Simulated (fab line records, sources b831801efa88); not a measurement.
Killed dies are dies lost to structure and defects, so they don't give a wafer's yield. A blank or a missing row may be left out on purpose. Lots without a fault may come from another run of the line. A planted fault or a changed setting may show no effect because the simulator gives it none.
fab line records | flow gf180mcu
record lots=24 wafers=72 last_day=34
route steps=602 shown HV_LDD@195 V1@358 M2@364 M3@424
lots that met no fault: from a run of the same line without faults
start_h: hours from the record's first day to the start of the lot's first wafer shown | wait_h: hours since the lot's step before | " the same as in the row above | L1.1+2: a row that stands for several wafers | - no value, or no start given | * or withheld: withheld | < > ~ a bound
route shown NAME@n: a module of which the file shows steps, and the number in the route of the first | usual: mean/standard deviation of fault-free wafers | same: alike in all rows | chamber/n: place in a boat | sites: the reading at each site | _std_site: their standard deviation | _edge_site: outer sites' mean less inner sites' | radius_mm: how far each site lies from the wafer's centre | mask NAME#n: copy n | behind: the tool/chamber that last shaped the wafer | hold: why the lot was held/for how many hours/how that ended | device: the transistor (n, p or np) that didn't switch | end of line: the same wafers' tests at the end of the route | a step without rows: its recipe alone | killed: dies lost to structure and defects at the first sort, not the wafer's yield | map: a wafer's dies, x killed, . not, _ none there
set.NAME: the setting as run; set.NAME@STEP: as run at that earlier step | model.NAME: the simulator's own value behind a step, which no gauge read
steps of the route over a sample of lots; a table a step, a row a wafer
services: from which hour (start_h, from the record's first day; less than 0 if before it) a tool's chamber was out of use, for how many hours, and why
## steps
# step GF_HV_LDD_CD_MEAS_19
# recipe target_cd_nm=400
# usual cd_nm=400.4/2.3
# columns lot.wafer tool chamber start_h wait_h cd_nm
L074.2 cd_sem-01 - 230.45 0.1 403.6
L074.4 " - " " 404.5
L074.6 " - " " 403.2
L075.2 cd_sem-01 - 236.72 0.1 400.0
L075.3 " - " " 401.7
L075.5 " - " " 401.7
L076.2 cd_sem-02 - 247.55 0.1 398.1
L076.4 " - " " 399.7
L076.6 " - " " 399.1
L077.2 cd_sem-02 - 249.75 0.1 401.8
L077.3 " - " " 401.1
L077.5 " - " " 400.5
L078.2 cd_sem-02 - 263.22 0.1 403.0
L078.5 " - " " 403.4
L078.6 " - " " 402.7
L079.1 cd_sem-02 - 270.12 0.1 400.2
L079.2 " - " " 400.7
L079.4 " - " " 401.0
L080.1 cd_sem-02 - 278.32 0.1 402.9
L080.2 " - " " 400.3
L080.6 " - " " 400.0
L081.1 cd_sem-02 - 283.60 0.1 397.9
L081.2 " - " " 398.9
L081.4 " - " " 398.4
L082.1 cd_sem-02 - 290.77 0.1 402.6
L082.2 " - " " 403.0
L082.5 " - " " 404.4
L083.1 cd_sem-02 - 299.65 0.1 404.0
L083.5 " - " " 402.9
L083.6 " - " " 402.4
L084.2 cd_sem-02 - 305.40 0.1 400.1
L084.4 " - " " 400.3
L084.6 " - " " 401.1
L085.2 cd_sem-02 - 319.30 0.1 400.3
L085.4 " - " " 399.2
L085.5 " - " " 398.5
L086.2 cd_sem-02 - 322.95 0.1 399.6
L086.5 " - " " 397.8
L086.6 " - " " 397.4
L087.2 cd_sem-02 - 326.67 0.1 402.6
L087.4 " - " " 399.1
L087.5 " - " " 399.4
L088.1 cd_sem-02 - 341.67 0.1 404.3
L088.3 " - " " 404.0
L088.5 " - " " 402.4
L090.1 cd_sem-02 - 355.92 0.1 404.5
L090.2 " - " " 402.4
L090.3 " - " " 402.9
L089.1 cd_sem-01 - 357.50 0.1 400.0
L089.4 " - " " 400.1
L089.6 " - " " 400.2
L091.2 cd_sem-02 - 368.04 0.1 396.9
L091.3 " - " " 395.8
L091.5 " - " " 396.7
L092.1 cd_sem-01 - 373.57 0.1 397.6
L092.3 " - " " 396.6
L092.6 " - " " 398.6
L093.1 cd_sem-01 - 378.32 0.1 401.5
L093.5 " - " " 400.1
L093.6 " - " " 397.0
L094.1 cd_sem-01 - 388.92 0.1 398.0
L094.3 " - " " 399.9
L094.6 " - " " 399.6
L095.1 cd_sem-01 - 390.35 0.1 399.3
L095.3 " - " " 397.6
L095.6 " - " " 398.7
L096.1 cd_sem-02 - 399.25 0.1 396.5
L096.3 " - " " 398.1
L096.6 " - " " 397.4
L097.1 cd_sem-01 - 406.52 0.1 396.5
L097.4 " - " " 398.3
L097.6 " - " " 397.6
# step GF_V1_CVD_23
# recipe material=W target_thk_nm=350 time_s=105.05 temp_c=400 pressure_torr=40
# usual chamber_pressure_Torr=40.00/0.084 heater_power_w=840/66
# columns lot.wafer tool chamber start_h wait_h chamber_pressure_Torr heater_power_w
L074.2 cvd_w-02 1 406.68 0.0 39.97 914
L074.4 " 1 " " 39.87 900
L074.6 " 1 " " 40.03 916
L075.2 cvd_w-01 1 413.87 0.0 40.06 822
L075.3 " 0 " " 39.97 868
L075.5 " 1 " " 40.02 799
L076.2 cvd_w-02 1 425.42 0.0 39.95 910
L076.4 " 1 " " 39.97 898
L076.6 " 1 " " 40.01 907
L077.2 cvd_w-01 1 434.08 0.0 40.00 806
L077.3 " 0 " " 40.04 842
L077.5 " 1 " " 40.00 819
L078.2 cvd_w-02 0 450.21 0.0 39.97 775
L078.5 " 0 " " 40.04 754
L078.6 " 1 " " 40.01 904
L079.1 cvd_w-02 0 458.66 0.0 40.12 769
L079.2 " 1 " " 39.96 907
L079.4 " 1 " " 39.85 924
L080.1 cvd_w-02 0 466.65 0.0 39.95 752
L080.2 " 1 " " 39.98 906
L080.6 " 1 " " 39.91 915
L081.1 cvd_w-02 0 474.70 0.0 40.03 764
L081.2 " 1 " " 40.07 940
L081.4 " 0 " " 40.11 747
L082.1 cvd_w-02 0 481.93 0.0 39.90 757
L082.2 " 1 " " 40.07 933
L082.5 " 1 " " 40.07 930
L083.1 cvd_w-01 1 491.38 0.0 39.96 819
L083.5 " 1 " " 39.97 811
L083.6 " 0 " " 39.91 861
L084.2 cvd_w-02 1 499.09 0.0 40.02 924
L084.4 " 0 " " 39.72 771
L084.6 " 1 " " 40.01 954
L085.2 cvd_w-01 0 514.65 0.1 39.94 862
L085.4 " 0 " " 39.98 894
L085.5 " 0 " " 40.08 862
L086.2 cvd_w-01 1 518.41 0.0 40.00 811
L086.5 " 1 " " 40.05 802
L086.6 " 0 " " 39.98 844
L087.2 cvd_w-02 0 523.82 0.0 40.07 739
L087.4 " 1 " " 40.08 931
L087.5 " 1 " " 39.94 917
L088.1 cvd_w-01 0 537.62 0.0 39.98 857
L088.3 " 0 " " 39.84 850
L088.5 " 0 " " 39.99 879
L090.1 cvd_w-02 1 553.12 0.0 39.85 944
L090.2 " 0 " " 40.01 740
L090.3 " 1 " " 39.77 935
L089.1 cvd_w-01 0 554.36 0.0 39.95 846
L089.4 " 0 " " 40.06 873
L089.6 " 1 " " 39.97 834
L091.2 cvd_w-01 1 567.42 0.0 40.08 821
L091.3 " 1 " " 39.99 814
L091.5 " 0 " " 40.08 884
L092.1 cvd_w-01 0 570.23 0.0 40.16 860
L092.3 " 1 " " 39.94 858
L092.6 " 1 " " 39.87 826
L093.1 cvd_w-02 0 575.21 0.0 40.14 754
L093.5 " 1 " " 40.07 927
L093.6 " 0 " " 40.07 752
L094.1 cvd_w-02 1 584.73 0.0 39.97 907
L094.3 " 0 " " 39.97 737
L094.6 " 0 " " 39.98 762
L095.1 cvd_w-01 1 586.03 0.0 39.97 812
L095.3 " 0 " " 40.18 831
L095.6 " 1 " " 39.90 825
L096.1 cvd_w-02 1 598.89 0.0 39.94 939
L096.3 " 1 " " 40.01 914
L096.6 " 0 " " 39.89 745
L097.1 cvd_w-02 0 601.61 0.0 40.05 733
L097.4 " 1 " " 39.96 898
L097.6 " 0 " " 40.09 769
# step GF_M2_SPUTTER_02
# recipe material=AlCu target_thk_nm=450 power_w=10600 time_s=23.9 chamber_pressure_pa=0.4
# usual throttle_valve_pct=29.7/0.73
# columns lot.wafer tool chamber start_h wait_h throttle_valve_pct
L074.2 pvd_sputter-01 - 407.41 0.0 29.9
L074.4 " - " " 30.3
L074.6 " - " " 30.0
L075.2 pvd_sputter-01 - 414.59 0.0 30.0
L075.3 " - " " 29.7
L075.5 " - " " 30.4
L076.2 pvd_sputter-01 - 426.14 0.0 29.9
L076.4 " - " " 30.2
L076.6 " - " " 29.6
L077.2 pvd_sputter-01 - 434.81 0.0 30.6
L077.3 " - " " 30.6
L077.5 " - " " 30.4
L078.2 pvd_sputter-04 - 450.94 0.0 29.4
L078.5 " - " " 28.5
L078.6 " - " " 29.5
L079.1 pvd_sputter-03 - 459.39 0.0 31.1
L079.2 " - " " 29.4
L079.4 " - " " 28.6
L080.1 pvd_sputter-04 - 467.37 0.0 29.5
L080.2 " - " " 29.9
L080.6 " - " " 28.7
L081.1 pvd_sputter-03 - 475.42 0.0 28.6
L081.2 " - " " 31.3
L081.4 " - " " 29.0
L082.1 pvd_sputter-04 - 482.66 0.0 29.5
L082.2 " - " " 28.8
L082.5 " - " " 29.5
L083.1 pvd_sputter-01 - 492.11 0.0 30.1
L083.5 " - " " 30.7
L083.6 " - " " 30.0
L084.2 pvd_sputter-01 - 499.81 0.0 30.0
L084.4 " - " " 30.0
L084.6 " - " " 29.8
L085.2 pvd_sputter-01 - 515.45 0.0 30.2
L085.4 " - " " 30.4
L085.5 " - " " 30.2
L086.2 pvd_sputter-03 - 519.14 0.0 29.7
L086.5 " - " " 29.2
L086.6 " - " " 28.3
L087.2 pvd_sputter-03 - 524.55 0.0 29.3
L087.4 " - " " 31.3
L087.5 " - " " 28.3
L088.1 pvd_sputter-01 - 538.34 0.0 29.8
L088.3 " - " " 29.8
L088.5 " - " " 30.4
L090.1 pvd_sputter-01 - 553.85 0.0 29.9
L090.2 " - " " 30.5
L090.3 " - " " 30.3
L089.1 pvd_sputter-03 - 555.08 0.0 28.6
L089.4 " - " " 29.5
L089.6 " - " " 28.3
L091.2 pvd_sputter-04 - 568.14 0.0 29.6
L091.3 " - " " 28.7
L091.5 " - " " 28.5
L092.1 pvd_sputter-01 - 570.95 0.0 30.2
L092.3 " - " " 30.2
L092.6 " - " " 30.7
L093.1 pvd_sputter-04 - 578.39 0.0 28.9
L093.5 " - " " 30.0
L093.6 " - " " 29.3
L094.1 pvd_sputter-04 - 585.46 0.0 29.7
L094.3 " - " " 29.1
L094.6 " - " " 28.5
L095.1 pvd_sputter-01 - 586.85 0.0 30.3
L095.3 " - " " 29.6
L095.6 " - " " 30.1
L096.1 pvd_sputter-03 - 599.62 0.0 29.6
L096.3 " - " " 28.3
L096.6 " - " " 29.4
L097.1 pvd_sputter-03 - 602.34 0.0 29.2
L097.4 " - " " 28.3
L097.6 " - " " 28.4
# step GF_M2_THK_MEAS_06
# recipe thk_meas_gauge=xrf reads=AlCu_of_M2_SPUTTER_02
# usual M2_ALCU_THK=456/5.9
# columns lot.wafer tool chamber start_h wait_h M2_ALCU_THK[nm]
L074.2 film_metro-03 - 407.63 0.1 453
L074.4 " - " " 469
L074.6 " - " " 448
L075.2 film_metro-04 - 414.81 0.1 472
L075.3 " - " " 459
L075.5 " - " " 467
L076.2 film_metro-04 - 426.36 0.1 464
L076.4 " - " " 459
L076.6 " - " " 451
L077.2 film_metro-03 - 435.03 0.1 468
L077.3 " - " " 461
L077.5 " - " " 464
L078.2 film_metro-04 - 451.16 0.1 458
L078.5 " - " " 457
L078.6 " - " " 459
L079.1 film_metro-03 - 459.60 0.1 459
L079.2 " - " " 455
L079.4 " - " " 460
L080.1 film_metro-01 - 467.58 0.1 460
L080.2 " - " " 464
L080.6 " - " " 454
L081.1 film_metro-04 - 475.63 0.1 453
L081.2 " - " " 463
L081.4 " - " " 458
L082.1 film_metro-04 - 482.87 0.1 456
L082.2 " - " " 450
L082.5 " - " " 459
L083.1 film_metro-01 - 492.32 0.1 453
L083.5 " - " " 458
L083.6 " - " " 454
L084.2 film_metro-04 - 500.03 0.1 452
L084.4 " - " " 465
L084.6 " - " " 452
L085.2 film_metro-04 - 515.67 0.1 444
L085.4 " - " " 453
L085.5 " - " " 456
L086.2 film_metro-04 - 519.55 0.1 454
L086.5 " - " " 460
L086.6 " - " " 458
L087.2 film_metro-03 - 524.77 0.1 464
L087.4 " - " " 462
L087.5 " - " " 457
L088.1 film_metro-03 - 538.55 0.1 446
L088.3 " - " " 448
L088.5 " - " " 454
L090.1 film_metro-03 - 554.06 0.1 457
L090.2 " - " " 460
L090.3 " - " " 464
L089.1 film_metro-03 - 555.29 0.1 452
L089.4 " - " " 446
L089.6 " - " " 450
L091.2 film_metro-04 - 568.36 0.1 458
L091.3 " - " " 452
L091.5 " - " " 451
L092.1 film_metro-01 - 571.16 0.1 457
L092.3 " - " " 442
L092.6 " - " " 448
L093.1 film_metro-04 - 578.60 0.1 460
L093.5 " - " " 453
L093.6 " - " " 463
L094.1 film_metro-01 - 585.70 0.1 456
L094.3 " - " " 459
L094.6 " - " " 451
L095.1 film_metro-01 - 587.06 0.1 454
L095.3 " - " " 447
L095.6 " - " " 448
L096.1 film_metro-04 - 599.83 0.1 449
L096.3 " - " " 453
L096.6 " - " " 450
L097.1 film_metro-03 - 602.55 0.1 453
L097.4 " - " " 456
L097.6 " - " " 452
# step GF_M3_OVL_MEAS_15
# usual M3_OVL=0/5.2
# columns lot.wafer tool chamber start_h wait_h M3_OVL[nm]
L074.2 overlay-01 - 483.25 0.1 5
L074.4 " - " " 2
L074.6 " - " " 4
L075.2 overlay-02 - 489.65 0.1 -4
L075.3 " - " " -3
L075.5 " - " " -6
L076.2 overlay-01 - 500.29 0.1 -1
L076.4 " - " " -6
L076.6 " - " " 2
L077.2 overlay-02 - 510.25 0.1 -5
L077.3 " - " " 7
L077.5 " - " " -3
L078.2 overlay-02 - 524.98 0.1 -8
L078.5 " - " " -10
L078.6 " - " " 0
L079.1 overlay-02 - 533.07 0.1 -2
L079.2 " - " " 4
L079.4 " - " " 7
L080.1 overlay-02 - 540.93 0.1 -6
L080.2 " - " " -4
L080.6 " - " " -6
L081.1 overlay-01 - 548.27 0.1 -3
L081.2 " - " " 2
L081.4 " - " " -4
L082.1 overlay-01 - 556.22 0.1 -3
L082.2 " - " " 5
L082.5 " - " " -2
L083.1 overlay-02 - 564.18 0.1 1
L083.5 " - " " 0
L083.6 " - " " 1
L084.2 overlay-02 - 572.48 0.1 4
L084.4 " - " " 6
L084.6 " - " " 8
L085.2 overlay-01 - 584.29 0.1 6
L085.4 " - " " -2
L085.5 " - " " 4
L086.2 overlay-02 - 590.02 0.1 -2
L086.5 " - " " 8
L086.6 " - " " 8
L087.2 overlay-01 - 597.51 0.1 -1
L087.4 " - " " 0
L087.5 " - " " 1
L088.1 overlay-01 - 606.44 0.1 -6
L088.3 " - " " -8
L088.5 " - " " -13
L090.1 overlay-02 - 622.98 0.1 2
L090.2 " - " " 6
L090.3 " - " " 1
L089.1 overlay-01 - 623.33 0.1 -3
L089.4 " - " " 1
L089.6 " - " " -1
L091.2 overlay-02 - 635.12 0.1 -3
L091.3 " - " " -1
L091.5 " - " " -3
L092.1 overlay-01 - 637.17 0.1 4
L092.3 " - " " 5
L092.6 " - " " 8
L093.1 overlay-01 - 644.74 0.1 -5
L093.5 " - " " -1
L093.6 " - " " -7
L094.1 overlay-02 - 651.83 0.1 3
L094.3 " - " " 3
L094.6 " - " " 6
L095.1 overlay-01 - 652.25 0.1 5
L095.3 " - " " 5
L095.6 " - " " 15
L096.1 overlay-02 - 664.14 0.1 -2
L096.3 " - " " 7
L096.6 " - " " 0
L097.1 overlay-02 - 666.04 0.1 4
L097.4 " - " " -2
L097.6 " - " " -5
# step GF_M3_STRIP_17
# recipe chemistry=O2/N2 power_w=1400 pressure_mtorr=1500 platen_temp_c=250 o2_flow_sccm=3000 n2_flow_sccm=300 overash_fraction=0.5
# usual drypump_motor_current_A=6.0/0.43 heater_power_w=333/51 oes_product_au=0.535/0.0054 strip_time_to_endpoint_s=7.32/0.073
# columns lot.wafer tool chamber start_h wait_h drypump_motor_current_A heater_power_w oes_product_au rf_hours_counter_h strip_time_to_endpoint_s
L074.2 plasma_asher-03 0 483.41 0.1 6.4 288 0.533 69 7.30
L074.4 " 1 " " 6.6 302 0.532 - 7.32
L074.6 " 1 " " 6.6 295 0.526 - 7.33
L075.2 plasma_asher-04 1 489.81 0.1 5.9 292 0.533 6 7.31
L075.3 " 0 " " 5.8 442 0.531 - 7.33
L075.5 " 1 " " 5.9 305 0.538 - 7.34
L076.2 plasma_asher-04 1 500.45 0.1 5.9 295 0.530 8 7.27
L076.4 " 0 " " 5.8 421 0.535 - 7.35
L076.6 " 1 " " 5.9 293 0.536 - 7.28
L077.2 plasma_asher-04 0 510.41 0.1 5.8 439 0.534 9 7.32
L077.3 " 1 " " 5.9 295 0.538 - 7.43
L077.5 " 1 " " 5.9 296 0.544 - 7.42
L078.2 plasma_asher-02 1 525.13 0.1 5.3 377 0.534 41 7.31
L078.5 " 1 " " 5.3 367 0.539 - 7.37
L078.6 " 0 " " 6.1 320 0.535 - 7.29
L079.1 plasma_asher-04 1 533.23 0.1 5.9 295 0.536 11 7.25
L079.2 " 0 " " 5.8 430 0.533 11 7.30
L079.4 " 1 " " 5.9 297 0.529 - 7.29
L080.1 plasma_asher-03 1 541.10 0.1 6.6 301 0.534 75 7.21
L080.2 " 0 " " 6.4 296 0.531 75 7.35
L080.6 " 0 " " 6.4 288 0.526 - 7.23
L081.1 plasma_asher-04 0 548.43 0.1 5.8 422 0.536 13 7.23
L081.2 " 1 " " 5.9 300 0.537 13 7.30
L081.4 " 1 " " 5.9 285 0.531 - 7.23
L082.1 plasma_asher-02 1 556.38 0.1 5.3 353 0.528 44 7.27
L082.2 " 0 " " 6.1 332 0.537 44 7.38
L082.5 " 0 " " 6.1 317 0.533 - 7.28
L083.1 plasma_asher-04 1 564.35 0.1 5.9 294 0.537 14 7.50
L083.5 " 1 " " 5.9 297 0.544 - 7.48
L083.6 " 0 " " 5.8 432 0.540 - 7.35
L084.2 plasma_asher-04 0 572.63 0.1 5.8 421 0.532 15 7.40
L084.4 " 0 " " 5.8 433 0.551 - 7.47
L084.6 " 0 " " 5.8 428 0.539 - 7.35
L085.2 plasma_asher-02 0 584.45 0.1 6.1 331 0.531 47 7.24
L085.4 " 1 " " 5.3 360 0.534 - 7.34
L085.5 " 1 " " 5.3 362 0.536 - 7.31
L086.2 plasma_asher-03 0 590.18 0.1 6.4 281 0.534 81 7.38
L086.5 " 0 " " 6.4 283 0.540 - 7.31
L086.6 " 1 " " 6.6 302 0.538 - 7.37
L087.2 plasma_asher-02 0 597.67 0.1 6.1 327 0.530 49 7.26
L087.4 " 0 " " 6.1 335 0.539 - 7.32
L087.5 " 0 " " 6.1 332 0.532 - 7.29
L088.1 plasma_asher-02 1 606.60 0.1 5.3 362 0.527 50 7.26
L088.3 " 0 " " 6.1 326 0.525 - 7.24
L088.5 " 1 " " 5.3 365 0.516 - 7.25
L090.1 plasma_asher-03 1 623.28 0.2 6.6 295 0.540 84 7.34
L090.2 " 0 " " 6.4 293 0.541 84 7.37
L090.3 " 0 " " 6.4 290 0.527 - 7.32
L089.1 plasma_asher-03 1 623.50 0.1 6.6 292 0.531 84 7.19
L089.4 " 1 " " 6.6 304 0.531 - 7.29
L089.6 " 0 " " 6.4 288 0.530 - 7.26
L091.2 plasma_asher-02 0 635.28 0.1 6.1 322 0.528 53 7.26
L091.3 " 0 " " 6.1 333 0.541 - 7.16
L091.5 " 1 " " 5.4 359 0.528 - 7.23
L092.1 plasma_asher-03 0 637.33 0.1 6.4 287 0.546 85 7.43
L092.3 " 1 " " 6.6 306 0.538 - 7.38
L092.6 " 1 " " 6.6 297 0.542 - 7.38
L093.1 plasma_asher-02 0 644.91 0.1 6.1 334 0.535 54 7.32
L093.5 " 0 " " 6.1 322 0.537 - 7.43
L093.6 " 1 " " 5.3 353 0.531 - 7.36
L094.1 plasma_asher-04 1 652.00 0.1 5.9 279 0.535 24 7.27
L094.3 " 0 " " 5.8 438 0.543 - 7.37
L094.6 " 1 " " 5.9 295 0.529 - 7.27
L095.1 plasma_asher-02 0 652.42 0.1 6.1 324 0.529 55 7.32
L095.3 " 0 " " 6.1 325 0.539 - 7.29
L095.6 " 0 " " 6.1 324 0.533 - 7.30
L096.1 plasma_asher-03 1 664.31 0.1 6.6 302 0.539 88 7.33
L096.3 " 1 " " 6.6 295 0.549 - 7.37
L096.6 " 1 " " 6.7 304 0.530 - 7.20
L097.1 plasma_asher-03 1 666.21 0.1 6.6 295 0.523 88 7.29
L097.4 " 1 " " 6.6 299 0.534 - 7.31
L097.6 " 1 " " 6.6 292 0.535 - 7.41
## services
# columns tool chamber start_h hours kind
cvd_w-01 - 390.00 14.0 pm
pvd_sputter-01 - 392.43 2.8 repair
pvd_sputter-03 - 402.42 23.9 repair
pvd_sputter-04 - 402.93 3.2 repair
pvd_sputter-01 0 416.76 - consumable_replace:kit
pvd_sputter-01 0 416.76 18.0 scheduled_down
pvd_sputter-01 0 416.76 18.0 vent_cycle
plasma_asher-04 - 421.25 9.0 pm
cvd_w-01 - 464.84 6.9 pm
cvd_w-02 - 478.00 0.5 repair
plasma_asher-02 - 489.23 8.1 repair
plasma_asher-02 - 491.94 2.8 repair
pvd_sputter-03 - 497.74 0.7 repair
pvd_sputter-03 - 499.97 1.3 repair
cvd_w-01 1 509.19 7.3 repair
pvd_sputter-04 - 509.58 9.4 repair
plasma_asher-04 - 543.57 1.5 repair
pvd_sputter-01 - 551.39 0.6 repair
pvd_sputter-01 - 564.39 0.5 repair
pvd_sputter-03 - 574.31 8.6 repair
pvd_sputter-01 3 586.94 - consumable_replace:kit
pvd_sputter-01 3 586.94 18.0 scheduled_down
pvd_sputter-01 3 586.94 18.0 vent_cycle
cvd_w-01 - 598.22 14.6 pm
## key
fault none
